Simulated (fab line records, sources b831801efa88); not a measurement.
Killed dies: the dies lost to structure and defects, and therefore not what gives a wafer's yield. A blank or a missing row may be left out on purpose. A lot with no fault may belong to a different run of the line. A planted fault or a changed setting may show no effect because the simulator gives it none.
fab line records	flow sky130
record: lots: 6	wafers: 18	lastDay: 50
route steps=708 shown FIELD_ISO@31 NWELL@32 DNWELL@35 PWDE@45 PAD_OPEN@708
lots with no fault: from the same line, run without faults
startH: start of the lot's first displayed wafer, in hours after the record's first day	waitH: time in hours since the lot's previous step	" same as the row above	L1.1+2: one row covering several wafers at once	- no value, or no start was given	* or withheld: withheld	< > ~ a bound
route shown NAME@n: names a module that has steps shown in the file, with the first one's number in the route	usual: mean/standard deviation of fault-free wafers	same: alike in all rows	chamber/n: place in a boat	sites: per-site readings	_std_site: their standard deviation	_edge_site: outer sites' mean less inner sites'	radiusMm: for every site, how far away it sits from the centre of the wafer	mask NAME#n: copy n	behind: tool/chamber where the wafer was last shaped	hold: what put the lot on hold/how long, in hours/how the hold closed	device: names the non-switching transistor (n, p or np)	end of line: the same wafers' tests at the end of the route	where a step has no rows: the recipe by itself	killed: not the wafer's yield, but the dies lost to structure and defects at the first sort	map: shows each die of a wafer: x if killed, . if not, _ if none is there
set.NAME: the setting the step ran with; set.NAME@STEP: the setting that earlier step ran with	model.NAME: the simulator's own value behind a step, which no gauge read
lots at selected steps of the route; one table per step, one row per wafer
services: a tool's chamber out of use, with start hour (startH, from the record's first day; less than 0 if before it), hours out, and reason
== steps ==
step: SKY_FIELD_ISO_WET_ETCH_30
recipe: chemistry: dHF	targetDepthNm: 25	target: SiO2	dilution: 10:1	tempC: 25	timeS: 50
step: SKY_NWELL_CLEAN_00
recipe: chemistry: SC1/SC2	mix: 1:4:20	tempC: 70	timeS: 150	dry: n2Spin
step: SKY_NWELL_OXIDATION_01
recipe: tempC: 900	ambient: O2	stabiliseS: 600	purgeS: 300	targetThkA: 100	oxTimeS: 1418
step: SKY_NWELL_THK_MEAS_02
recipe: reads: SiO2_of_NWELL_OXIDATION_01
usual: NWELL_OXIDATION_THK: 10.03/0.18
lot.wafer	tool	chamber	startH	waitH	NWELL_OXIDATION_THK[nm]
L737.2	filmMetro-01	-	45.47	0.0	9.84
L737.5	"	-	"	"	9.78
L737.6	"	-	"	"	9.76
L741.3	filmMetro-03	-	69.64	0.0	10.06
L741.4	"	-	"	"	10.21
L741.6	"	-	"	"	10.21
L742.2	filmMetro-02	-	74.38	0.0	9.79
L742.4	"	-	"	"	9.77
L742.5	"	-	"	"	9.92
L749.1	filmMetro-01	-	108.72	0.0	10.16
L749.3	"	-	"	"	10.23
L749.5	"	-	"	"	10.07
L754.3	filmMetro-03	-	134.03	0.0	10.15
L754.4	"	-	"	"	10.15
L754.5	"	-	"	"	9.98
L756.3	filmMetro-02	-	149.87	0.0	10.22
L756.4	"	-	"	"	10.26
L756.6	"	-	"	"	10.30
step: SKY_DNWELL_DEHYDRATE_00
recipe: tempC: 200	timeS: 60
step: SKY_DNWELL_HMDS_01
recipe: primeTimeS: 60	primeTempC: 120
step: SKY_DNWELL_COAT_02
recipe: spinRpm: 2000	resistThkNm: 3000
step: SKY_DNWELL_SOFTBAKE_03
recipe: tempC: 110	timeS: withheld
step: SKY_DNWELL_EXPOSE_04
recipe: maskId: DNM	na: 0.57	targetCdNm: 3000	doseMj: 222
step: SKY_DNWELL_PEB_05
recipe: tempC: 115	timeS: withheld
step: SKY_DNWELL_DEVELOP_06
recipe: wallAngleDeg: 90	developer: TMAH	developTimeS: 60	devTempC: 23
step: SKY_DNWELL_IMPLANT_07
recipe: species: P	energyKev: withheld	doseCm2: withheld	tiltDeg: withheld
step: SKY_DNWELL_STRIP_08
recipe: chemistry: O2/N2	powerW: 1400	pressureMtorr: 1500	platenTempC: withheld	o2FlowSccm: 3000	n2FlowSccm: 300	overashFraction: 0.5
usual: drypumpMotorCurrentA: 5.21/0.27	oesProductAu: 0.723/0.0048	stripTimeToEndpointS: 36.90/0.086
lot.wafer	tool	chamber	startH	waitH	drypumpMotorCurrentA	oesProductAu	rfHoursCounterH	stripTimeToEndpointS
L737.2	plasmaAsher-01	1	61.71	0.1	5.02	0.716	39	36.93
L737.5	"	0	"	"	5.07	0.729	-	36.89
L737.6	"	1	"	"	5.04	0.724	-	36.85
L741.3	plasmaAsher-01	1	86.89	0.1	5.02	0.714	-	36.83
L741.4	"	0	"	"	5.06	0.722	-	36.85
L741.6	"	1	"	"	5.02	0.729	-	36.84
L742.2	plasmaAsher-02	0	91.16	0.1	4.95	0.721	29	36.96
L742.4	"	1	"	"	5.67	0.719	-	36.91
L742.5	"	0	"	"	4.95	0.731	-	37.01
L749.1	plasmaAsher-01	0	127.41	0.1	5.05	0.728	46	36.97
L749.3	"	1	"	"	5.02	0.725	-	36.98
L749.5	"	0	"	"	5.07	0.721	-	36.91
L754.3	plasmaAsher-01	0	153.59	0.1	5.08	0.726	-	36.83
L754.4	"	1	"	"	5.03	0.725	-	36.78
L754.5	"	1	"	"	5.01	0.724	-	36.86
L756.3	plasmaAsher-01	0	169.65	0.1	5.06	0.725	-	36.72
L756.4	"	1	"	"	5.06	0.718	-	36.83
L756.6	"	1	"	"	5.03	0.717	-	36.86
step: SKY_DNWELL_TW_MEAS_09
usual: DNWELL_TW: 1114/6.2
lot.wafer	tool	chamber	startH	waitH	DNWELL_TW
L737.2	filmMetro-01	-	61.82	0.1	1116
L737.5	"	-	"	"	1114
L737.6	"	-	"	"	1115
L741.3	filmMetro-03	-	86.98	0.1	1114
L741.4	"	-	"	"	1121
L741.6	"	-	"	"	1114
L742.2	filmMetro-03	-	91.27	0.1	1114
L742.4	"	-	"	"	1121
L742.5	"	-	"	"	1117
L749.1	filmMetro-02	-	127.51	0.1	1107
L749.3	"	-	"	"	1109
L749.5	"	-	"	"	1099
L754.3	filmMetro-03	-	153.68	0.1	1118
L754.4	"	-	"	"	1119
L754.5	"	-	"	"	1114
L756.3	filmMetro-01	-	169.74	0.1	1115
L756.4	"	-	"	"	1116
L756.6	"	-	"	"	1108
step: SKY_PWDE_DEHYDRATE_00
recipe: tempC: 200	timeS: 60
step: SKY_PWDE_HMDS_01
recipe: primeTimeS: 60	primeTempC: 120
step: SKY_PWDE_COAT_02
recipe: spinRpm: 2000	resistThkNm: 3000
step: SKY_PWDE_SOFTBAKE_03
recipe: tempC: 110	timeS: withheld
step: SKY_PWDE_EXPOSE_04
recipe: maskId: PWDEM	na: 0.6	sourceShape: conventional	sigmaOuter: 0.6	polarization: unpolarized	targetCdNm: 840	doseMj: 214
step: SKY_PWDE_PEB_05
recipe: tempC: 115	timeS: withheld
step: SKY_PWDE_DEVELOP_06
recipe: wallAngleDeg: 90	developer: TMAH	developTimeS: 60	devTempC: 23
step: SKY_PWDE_OVL_MEAS_07
usual: PWDE_OVL: -1.5/1.5
lot.wafer	tool	chamber	startH	waitH	PWDE_OVL[nm]
L737.2	overlay-01	-	78.58	-	-0.7
L737.5	"	-	"	"	-0.5
L737.6	"	-	"	"	-0.9
L741.3	overlay-02	-	104.43	-	-1.9
L741.4	"	-	"	"	-0.6
L741.6	"	-	"	"	-2.1
L742.2	overlay-02	-	108.28	-	-1.5
L742.4	"	-	"	"	-1.9
L742.5	"	-	"	"	-2.6
L749.1	overlay-02	-	146.16	-	0.4
L749.3	"	-	"	"	0.5
L749.5	"	-	"	"	-0.6
L754.3	overlay-02	-	173.59	-	0.3
L754.4	"	-	"	"	-0.2
L754.5	"	-	"	"	0.1
L756.3	overlay-01	-	189.24	-	-3.3
L756.4	"	-	"	"	-2.4
L756.6	"	-	"	"	-3.4
step: SKY_PWDE_IMPLANT_08
recipe: species: B	energyKev: 150	doseCm2: 3.6e+12	tiltDeg: withheld
step: SKY_PWDE_STRIP_09
recipe: chemistry: O2/N2	powerW: 1400	pressureMtorr: 1500	platenTempC: withheld	o2FlowSccm: 3000	n2FlowSccm: 300	overashFraction: 0.5
usual: drypumpMotorCurrentA: 5.4/0.41	oesProductAu: 0.722/0.0043	stripTimeToEndpointS: 36.93/0.088
lot.wafer	tool	chamber	startH	waitH	drypumpMotorCurrentA	oesProductAu	rfHoursCounterH	stripTimeToEndpointS
L737.2	plasmaAsher-02	0	78.76	0.1	4.9	0.721	27	36.91
L737.5	"	1	"	"	5.7	0.725	-	36.88
L737.6	"	0	"	"	4.9	0.722	-	37.00
L741.3	plasmaAsher-03	1	104.63	0.1	5.3	0.724	-	36.91
L741.4	"	0	"	"	6.1	0.719	-	36.89
L741.6	"	1	"	"	5.3	0.713	-	37.00
L742.2	plasmaAsher-02	1	108.46	0.1	5.7	0.723	30	37.12
L742.4	"	0	"	"	4.9	0.721	-	37.07
L742.5	"	0	"	"	4.9	0.722	-	36.98
L749.1	plasmaAsher-02	0	146.35	0.1	4.9	0.724	35	37.01
L749.3	"	0	"	"	4.9	0.723	-	36.96
L749.5	"	1	"	"	5.6	0.724	-	36.93
L754.3	plasmaAsher-02	0	173.80	0.1	4.9	0.725	-	36.78
L754.4	"	1	"	"	5.7	0.722	-	36.74
L754.5	"	0	"	"	5.0	0.724	-	36.74
L756.3	plasmaAsher-01	0	189.45	0.1	5.1	0.718	-	36.88
L756.4	"	1	"	"	5.0	0.720	-	36.92
L756.6	"	1	"	"	5.0	0.722	-	36.86
step: SKY_PWDE_TW_MEAS_10
usual: PWDE_TW: 374.4/1.9
lot.wafer	tool	chamber	startH	waitH	PWDE_TW
L737.2	filmMetro-02	-	78.87	0.1	371.6
L737.5	"	-	"	"	371.7
L737.6	"	-	"	"	370.6
L741.3	filmMetro-02	-	104.72	0.1	372.3
L741.4	"	-	"	"	373.1
L741.6	"	-	"	"	371.5
L742.2	filmMetro-01	-	108.57	0.1	374.2
L742.4	"	-	"	"	374.5
L742.5	"	-	"	"	374.2
L749.1	filmMetro-03	-	146.45	0.1	376.5
L749.3	"	-	"	"	375.9
L749.5	"	-	"	"	376.2
L754.3	filmMetro-01	-	173.88	0.1	374.8
L754.4	"	-	"	"	374.1
L754.5	"	-	"	"	374.6
L756.3	filmMetro-02	-	189.53	0.1	373.9
L756.4	"	-	"	"	375.1
L756.6	"	-	"	"	374.0
step: SKY_NWELL_DEHYDRATE_03
recipe: tempC: 200	timeS: 60
step: SKY_NWELL_HMDS_04
recipe: primeTimeS: 60	primeTempC: 120
step: SKY_NWELL_COAT_05
recipe: spinRpm: 2000	resistThkNm: 3000
step: SKY_NWELL_SOFTBAKE_06
recipe: tempC: 110	timeS: withheld
step: SKY_NWELL_EXPOSE_07
recipe: maskId: NWM	na: 0.6	sourceShape: conventional	sigmaOuter: 0.6	polarization: unpolarized	targetCdNm: 840	doseMj: 255
step: SKY_NWELL_PEB_08
recipe: tempC: 115	timeS: withheld
step: SKY_NWELL_DEVELOP_09
recipe: wallAngleDeg: 90	developer: TMAH	developTimeS: 60	devTempC: 23
step: SKY_NWELL_OVL_MEAS_10
usual: NWELL_00_OVL: -0.6/1.5
lot.wafer	tool	chamber	startH	waitH	NWELL_00_OVL[nm]
L737.2	overlay-02	-	95.97	-	-0.2
L737.5	"	-	"	"	1.0
L737.6	"	-	"	"	0.6
L741.3	overlay-01	-	122.34	-	-2.1
L741.4	"	-	"	"	-1.3
L741.6	"	-	"	"	-0.6
L742.2	overlay-02	-	126.92	-	-2.7
L742.4	"	-	"	"	-0.7
L742.5	"	-	"	"	-3.0
L749.1	overlay-02	-	166.36	-	-0.3
L749.3	"	-	"	"	-1.6
L749.5	"	-	"	"	-1.3
L754.3	overlay-02	-	194.53	-	-3.6
L754.4	"	-	"	"	-3.5
L754.5	"	-	"	"	-2.0
L756.3	overlay-01	-	210.58	-	-0.6
L756.4	"	-	"	"	0.5
L756.6	"	-	"	"	0.2
step: SKY_NWELL_IMPLANT_11
recipe: species: P	energyKev: 400	doseCm2: 1.9e+13	tiltDeg: withheld
step: SKY_NWELL_IMPLANT_12
recipe: species: P	energyKev: 120	doseCm2: 1.3e+12	tiltDeg: withheld
step: SKY_NWELL_IMPLANT_13
recipe: species: P	energyKev: 50	doseCm2: 7e+11	tiltDeg: withheld
step: SKY_NWELL_STRIP_14
recipe: chemistry: O2/N2	powerW: 1400	pressureMtorr: 1500	platenTempC: withheld	o2FlowSccm: 3000	n2FlowSccm: 300	overashFraction: 0.5
usual: drypumpMotorCurrentA: 5.5/0.41	oesProductAu: 0.722/0.0047	stripTimeToEndpointS: 36.94/0.12
lot.wafer	tool	chamber	startH	waitH	drypumpMotorCurrentA	oesProductAu	rfHoursCounterH	stripTimeToEndpointS
L737.2	plasmaAsher-03	0	96.45	0.1	6.1	0.722	40	36.98
L737.5	"	0	"	"	6.1	0.725	-	36.88
L737.6	"	1	"	"	5.3	0.723	-	36.91
L741.3	plasmaAsher-03	0	122.85	0.1	6.1	0.725	-	37.07
L741.4	"	1	"	"	5.3	0.715	-	37.12
L741.6	"	0	"	"	6.1	0.718	-	37.06
L742.2	plasmaAsher-03	0	127.40	0.1	6.1	0.727	44	37.00
L742.4	"	0	"	"	6.1	0.717	-	36.99
L742.5	"	1	"	"	5.4	0.718	-	36.88
L749.1	plasmaAsher-03	1	166.85	0.1	5.3	0.722	48	36.93
L749.3	"	0	"	"	6.1	0.718	-	36.96
L749.5	"	0	"	"	6.1	0.721	-	36.97
L754.3	plasmaAsher-03	1	195.04	0.1	5.3	0.720	-	36.86
L754.4	"	0	"	"	6.1	0.720	-	36.81
L754.5	"	0	"	"	6.1	0.720	-	36.78
L756.3	plasmaAsher-02	0	211.09	0.1	4.9	0.718	-	36.89
L756.4	"	1	"	"	5.7	0.722	-	36.77
L756.6	"	0	"	"	4.9	0.724	-	36.92
step: SKY_NWELL_TW_MEAS_15
usual: NWELL_TW: 1821/11
lot.wafer	tool	chamber	startH	waitH	NWELL_TW
L737.2	filmMetro-03	-	96.56	0.1	1827
L737.5	"	-	"	"	1829
L737.6	"	-	"	"	1832
L741.3	filmMetro-01	-	122.93	0.1	1804
L741.4	"	-	"	"	1805
L741.6	"	-	"	"	1799
L742.2	filmMetro-01	-	127.51	0.1	1816
L742.4	"	-	"	"	1810
L742.5	"	-	"	"	1811
L749.1	filmMetro-02	-	166.95	0.1	1819
L749.3	"	-	"	"	1805
L749.5	"	-	"	"	1819
L754.3	filmMetro-01	-	195.12	0.1	1810
L754.4	"	-	"	"	1821
L754.5	"	-	"	"	1829
L756.3	filmMetro-02	-	211.17	0.1	1830
L756.4	"	-	"	"	1827
L756.6	"	-	"	"	1822
step: SKY_NWELL_DEHYDRATE_16
recipe: tempC: 200	timeS: 60
step: SKY_NWELL_HMDS_17
recipe: primeTimeS: 60	primeTempC: 120
step: SKY_NWELL_COAT_18
recipe: spinRpm: 2000	resistThkNm: 3000
step: SKY_NWELL_SOFTBAKE_19
recipe: tempC: 110	timeS: withheld
step: SKY_PAD_OPEN_PROBE_99
usual: killed_at_M0_to_M3: 44/7.3	killed_at_M4_up: 3.0/1.9	killedAtContacts: 24/5	killedAtFrontEnd: 16/4.5	killedAtOther: 0.3/0.46	killedDies: 87/10	killedOpen: 47/8.3	killedShort: 39/6.4
same: grossDies: 492	killedAtBackSide: 0
lot.wafer	tool	chamber	startH	waitH	killed_at_M0_to_M3	killed_at_M4_up	killedAtContacts	killedAtFrontEnd	killedAtOther	killedDies	killedOpen	killedShort
L737.2	prober-01	-	1088.80	0.1	51	4	15	19	1	90	45	45
L737.5	prober-01	-	1088.95	0.2	44	1	25	15	0	85	48	37
L737.6	prober-01	-	1089.00	0.2	51	4	22	14	0	91	53	38
L742.2	prober-01	-	1114.30	0.1	31	4	24	13	0	72	37	35
L742.4	prober-01	-	1114.40	0.2	49	2	21	13	1	86	38	48
L742.5	prober-01	-	1114.45	0.2	48	2	23	13	0	86	58	28
L741.3	prober-02	-	1115.68	0.2	51	3	19	11	0	84	48	36
L741.4	prober-02	-	1115.73	0.2	45	3	26	10	0	84	51	33
L741.6	prober-02	-	1115.83	0.2	43	4	27	14	0	88	50	38
L749.1	prober-02	-	1149.18	0.1	41	1	26	9	1	78	45	33
L749.3	prober-02	-	1149.28	0.2	47	4	33	13	0	97	61	36
L749.5	prober-02	-	1149.38	0.2	49	8	18	19	1	95	50	45
L754.3	prober-02	-	1177.88	0.2	35	3	25	12	0	75	45	30
L754.4	prober-02	-	1177.93	0.2	30	4	25	65	0	124	40	32
L754.5	prober-02	-	1177.98	0.2	33	3	18	74	0	128	33	35
L756.3	prober-02	-	1189.29	0.2	38	2	22	15	0	77	53	24
L756.4	prober-02	-	1189.34	0.2	42	1	18	64	0	125	39	31
L756.6	prober-02	-	1189.44	0.2	35	2	17	69	0	123	33	33
killed by level:class
L737.2 VIA1:geometricParticle:open=9 VIA3:geometricParticle:open=8 METAL2:geometricParticle:short=8 FIELD_ISO:geometricParticle:open=7 FIELD_ISO:geometricParticle:short=6 VIA2:geometricParticle:open=6 VIA3:geometricParticle:short=4 CONTACT:geometricParticle:short=4
L737.5 VIA3:geometricParticle:open=9 VIA1:geometricParticle:open=8 VIA2:geometricParticle:open=7 CONTACT:geometricParticle:open=6 FIELD_ISO:geometricParticle:open=5 LOCAL_INTERCONNECT:geometricParticle:short=5 LOCAL_INTERCONNECT:geometricParticle:open=5 CONTACT:geometricParticle:short=5
L737.6 VIA2:geometricParticle:open=12 LI_CONTACT:geometricParticle:open=8 VIA1:geometricParticle:short=8 VIA3:geometricParticle:open=8 VIA3:geometricParticle:short=6 FIELD_ISO:geometricParticle:open=5 METAL3:geometricParticle:short=4 POLY_GATE:geometricParticle:open=4
L742.2 LI_CONTACT:geometricParticle:open=8 CONTACT:geometricParticle:open=6 VIA1:geometricParticle:short=6 CONTACT:geometricParticle:short=5 LOCAL_INTERCONNECT:geometricParticle:short=4 VIA1:geometricParticle:open=4 VIA3:geometricParticle:open=4 FIELD_ISO:geometricParticle:short=3
L742.4 VIA1:geometricParticle:open=15 CONTACT:geometricParticle:short=8 METAL1:geometricParticle:short=6 VIA1:geometricParticle:short=6 METAL2:geometricParticle:short=5 FIELD_ISO:geometricParticle:short=4 VIA2:geometricParticle:open=4 LI_CONTACT:geometricParticle:short=4
L742.5 VIA1:geometricParticle:open=12 LI_CONTACT:geometricParticle:open=10 CONTACT:geometricParticle:open=8 VIA2:geometricParticle:open=7 METAL2:geometricParticle:short=6 VIA3:geometricParticle:open=6 SPACER:geometricParticle:open=5 LOCAL_INTERCONNECT:geometricParticle:short=5
L741.3 VIA1:geometricParticle:open=14 VIA2:geometricParticle:open=9 METAL2:geometricParticle:short=7 CONTACT:geometricParticle:open=6 CONTACT:geometricParticle:short=5 VIA3:geometricParticle:open=5 METAL3:geometricParticle:short=4 LI_CONTACT:geometricParticle:open=4
L741.4 VIA1:geometricParticle:open=18 CONTACT:geometricParticle:open=10 VIA3:geometricParticle:open=6 LI_CONTACT:geometricParticle:open=5 CONTACT:geometricParticle:short=5 LI_CONTACT:geometricParticle:short=4 VIA1:geometricParticle:short=4 VIA2:geometricParticle:open=4
L741.6 VIA1:geometricParticle:open=12 CONTACT:geometricParticle:open=11 LI_CONTACT:geometricParticle:open=9 METAL2:geometricParticle:short=7 FIELD_ISO:geometricParticle:short=5 VIA1:geometricParticle:short=5 FIELD_ISO:geometricParticle:open=4 LOCAL_INTERCONNECT:geometricParticle:short=4
L749.1 CONTACT:geometricParticle:open=13 LI_CONTACT:geometricParticle:open=8 VIA2:geometricParticle:open=7 VIA1:geometricParticle:open=6 VIA3:geometricParticle:open=6 METAL2:geometricParticle:short=6 FIELD_ISO:geometricParticle:short=4 POLY_GATE:geometricParticle:short=4
L749.3 CONTACT:geometricParticle:open=15 LI_CONTACT:geometricParticle:open=10 VIA2:geometricParticle:open=8 VIA1:geometricParticle:open=7 VIA3:geometricParticle:open=7 VIA1:geometricParticle:short=5 METAL1:geometricParticle:short=4 METAL2:geometricParticle:short=4
L749.5 VIA1:geometricParticle:open=10 VIA1:geometricParticle:short=8 CONTACT:geometricParticle:open=8 VIA3:geometricParticle:open=7 POLY_GATE:geometricParticle:open=6 VIA2:geometricParticle:open=6 METAL4:geometricParticle:short=6 LI_CONTACT:geometricParticle:open=5
L754.3 VIA1:geometricParticle:open=10 CONTACT:geometricParticle:short=8 LI_CONTACT:geometricParticle:open=7 CONTACT:geometricParticle:open=7 VIA2:geometricParticle:open=7 POLY_GATE:geometricParticle:short=4 METAL1:geometricParticle:short=4 VIA1:geometricParticle:short=3
L754.4 DNWELL:unspecified=52 CONTACT:geometricParticle:open=10 VIA1:geometricParticle:open=7 POLY_GATE:geometricParticle:short=6 VIA2:geometricParticle:open=6 LI_CONTACT:geometricParticle:open=5 CONTACT:geometricParticle:short=5 POLY_GATE:geometricParticle:open=4
L754.5 DNWELL:unspecified=60 VIA1:geometricParticle:short=7 VIA1:geometricParticle:open=7 VIA2:geometricParticle:open=5 CONTACT:geometricParticle:open=5 FIELD_ISO:geometricParticle:open=4 LI_CONTACT:geometricParticle:open=4 LI_CONTACT:geometricParticle:short=4
L756.3 CONTACT:geometricParticle:open=13 VIA1:geometricParticle:open=13 VIA3:geometricParticle:open=7 FIELD_ISO:geometricParticle:open=6 VIA2:geometricParticle:open=6 LI_CONTACT:geometricParticle:open=3 METAL1:geometricParticle:short=3 METAL2:geometricParticle:short=3
L756.4 DNWELL:unspecified=55 VIA1:geometricParticle:open=9 CONTACT:geometricParticle:short=7 VIA3:geometricParticle:open=7 CONTACT:geometricParticle:open=6 VIA2:geometricParticle:open=6 METAL2:geometricParticle:short=5 VIA1:geometricParticle:short=4
L756.6 DNWELL:unspecified=57 METAL1:geometricParticle:short=8 CONTACT:geometricParticle:open=6 VIA2:geometricParticle:open=6 LI_CONTACT:geometricParticle:open=5 VIA2:geometricParticle:short=5 FIELD_ISO:geometricParticle:open=4 LOCAL_INTERCONNECT:geometricParticle:short=4
map L754.5 (x killed, . not)
__________......x..._________
________....x........._______
______xx....x......x.xx._____
_____x.x........x.......x____
____.x...xx......xxx......___
___......x...x......x.x..x.__
__...................x......_
_.....x..........x...........
_x.x.xx...x.....x.x.........x
_...x....x.........xx........
_........x..........x.....x..
_.x...................x......
_x......xx.xx.x...x..........
_....xx.xx....x...........x..
_....xxxxxxx.xx..x.......x...
__..xxxxxxxxxxx........x...._
___x.xxxxxxxxx.......x..x..__
____.xxxxxxxxx....x.......___
_____xxxxxxxxx...........____
______xxxxxxx.....x....._____
________.xxxx.x....x.._______
__________x.x..x...x_________
map L756.4 (x killed, . not)
__________x.xx......_________
________....x......x.._______
______......x.....x..x.x_____
_____x.......x...........____
____.xx.....x.............___
___x.....x......x.......x..__
__......x........x.........._
_.............xxxx...x..x....
_............x.........x..x.x
_x.x.x.......x...............
_.x.....xx.....x..x......x...
_....x.........x..x..........
_..x.x.......x..........x....
_..x..x..x....x..........x...
_..x..xxxxxxx.x.............x
__.x.xxxxxxxx.........x..x.._
___..xxxxxxxxxx.......x....__
____xxxxxxxxxxx.........x.___
_____xxxxxxxx.x..x...x...____
______xxxxxxx..x.x..x..._____
________xxxx......x.x._______
__________x........x_________
== services ==
tool	chamber	startH	hours	kind
plasmaAsher-02	-	145.49	0.8	repair
plasmaAsher-02	-	203.49	2.8	pm
== key ==
firstSign: step: SKY_PAD_OPEN_PROBE_99	reading: killedAtFrontEnd	direction: up	sigmas: 12	usual: 16	struck: 68
effect: step: SKY_PAD_OPEN_PROBE_99	reading: killedDies	direction: up	sigmas: 3.7	usual: 87	struck: 125
metAt SKY_DNWELL_STRIP_08
struckWafers L754.4,L754.5,L756.4,L756.6
testerLeftOut L754,L756
onsetBetween 127.41 153.59
fault: kind: chamberParticleSource	tool: plasmaAsher-01	chamber: 1	onsetH: 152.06	steps: SKY_DNWELL_STRIP_08	ratePerVisitCm2: 1.4891	endH: 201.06
testerLeftOut: of these lots the tester's yield and bins aren't shown, on N5 and GAA mostly nor the transistor test; their killed dies are dies lost to structure and defects alone, not to doping, threshold or leakage, so they don't give the yield
